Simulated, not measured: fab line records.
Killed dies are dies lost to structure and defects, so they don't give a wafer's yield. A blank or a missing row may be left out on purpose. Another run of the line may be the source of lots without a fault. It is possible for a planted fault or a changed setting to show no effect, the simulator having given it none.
8D (eight disciplines) problem report, filled in by code    flow gf180mcu    the parts of the form that need people (team, actions taken, sign-off) are left out

1. WHAT IS WRONG
HV_LDD_3_TW at GF_HV_LDD_TW_MEAS_38 reads a mean of 1302 on 6 wafers of 2 lots; wafers without a fault read 1430 with a standard deviation of 13. That is -9.8 standard deviations from the usual mean.
The first sign was on wafer L728.3 at day 15 02:28, on film metro-03. The record holds 42 wafers of 14 lots with a number at this step. Rule for "out" (also "out of limits"): further than 4 standard deviations from the usual mean. All remaining wafers that have a number are taken as sound.

2. WHAT IT IS, AND WHAT IT ISN'T
question                     is                            is not
which readings at this step  HV_LDD_3_TW                   -
which lots                   L728, L729                    L720, L721, L723, L724, L725, L726, L727, L733, L738, L739, L740, L741
which wafers of those lots   all that have a number        -
read on which gauges         film metro-02, film metro-03  film metro-01
when                         from day 15 02:28             up to then (21 sound wafers); but 15 sound wafers of L733, L738, L739, L740, L741 came after

3. SUSPECTS, AND WHAT RULES EACH OUT
Counting: a tool stays on the suspect list if, at a process step up to the reading, it processed all lots that are out and no sound lot following the first of them.
- the gauge at GF_HV_LDD_TW_MEAS_38: ruled out. 2 gauges (film metro-02, film metro-03) read the wafers that are out.
- implanter-01 at GF_HV_LDD_IMPLANT_35: ruled out as a lasting fault. The sound lots L733 went through it after L728, its earliest lot that is out (day 15 02:06).
Left after counting: nothing in the record.

4. THE CAUSE (what the simulator had put in)
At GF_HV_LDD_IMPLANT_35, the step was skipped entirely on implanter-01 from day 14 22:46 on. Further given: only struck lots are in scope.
It was ruled out by counting, in error; the rule expects a fault to strike all lots run on its tool from its start on, and this fault did not.

5. THE CHAIN OF EFFECTS, in route order
Each row: a reading where the mean over the struck wafers with a number is more than 3 standard deviations away from the usual. Only readings for which the record gives a usual standard deviation are gone through. hours: the time from each lot's start at the first step in this table that gives one to its start at this step, as a median over the lots. sigmas: the change in usual standard deviations.
hours  step                  reading      usual         on struck wafers  change  sigmas
0      GF_HV_LDD_TW_MEAS_38  HV_LDD_3_TW  1430          1302              -128    -9.8
23     GF_HV_LDD_RS_MEAS_53  HV_LDD_RS    417.8 ohm/sq  438.3             +20.5   +22
Readings that are blank on the struck wafers while sound wafers have them: beam energy keV at GF_HV_LDD_IMPLANT_35; beam on s at GF_HV_LDD_IMPLANT_35.

6. WHAT WOULD HAVE CAUGHT IT SOONER
4 hours passed between the start of the fault at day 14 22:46 and the first reading out of limits at a measuring or inspecting step in this record, taken at day 15 02:28.
At GF_HV_LDD_IMPLANT_35 the tool's readings are blank on the struck wafers, where sound wafers have them: an empty tool record is the first sign, and it was there at once.
